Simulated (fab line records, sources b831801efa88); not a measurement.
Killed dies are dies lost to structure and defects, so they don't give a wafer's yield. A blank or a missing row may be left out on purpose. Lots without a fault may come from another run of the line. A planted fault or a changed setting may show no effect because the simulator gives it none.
Which tool did it? | flow gf180mcu | 7 lots, 21 wafers sampled, at 1 step of a route of 602

WHAT THE GAUGES READ, wafer by wafer
GF_VT_IMPLANT_RS_MEAS_46: measures by four-point-probe.
lot  | measured     | on            | MVSD_RS (ohm/sq)
L989 | day 8 15:58  | film_metro-02 | 456.4 456.3 455.7
L991 | day 9 05:41  | film_metro-04 | 458.2 458.1 457.8
L998 | day 11 07:51 | film_metro-02 | 456.6 456.3 454.5
L101 | day 12 04:40 | film_metro-01 | 458.2 456.3 457.6
L103 | day 12 20:26 | film_metro-01 | 456.0 457.1 457.0
L105 | day 13 07:42 | film_metro-04 | 459.0 458.5 458.0
L107 | day 13 21:56 | film_metro-04 | 455.2 455.2 455.4

WHICH TOOL RAN EACH LOT (tool, then ch and the chambers of the sampled wafers, then the start)
The record holds no process step before these readings.

THE ANSWER, worked out from the rows above alone
Rule: what is usual is taken from the lots themselves. Put in order of their means at a reading, lots are off if they are a third of the lots or fewer, leave a main group of 4 or more, and stand apart from it by a gap of 3 or more times the standard deviation of the main group's means; of several such gaps the widest counts. A main group whose means are all the same, to the digits that the tables above print for the reading, isn't used. A lot without any number at a reading at which 4 lots or more have one is off too. The other lots that the step has rows for count as sound.
No lot is off at any reading shown: from this, nothing can be told.

WHAT THE SIMULATOR HAD PUT IN
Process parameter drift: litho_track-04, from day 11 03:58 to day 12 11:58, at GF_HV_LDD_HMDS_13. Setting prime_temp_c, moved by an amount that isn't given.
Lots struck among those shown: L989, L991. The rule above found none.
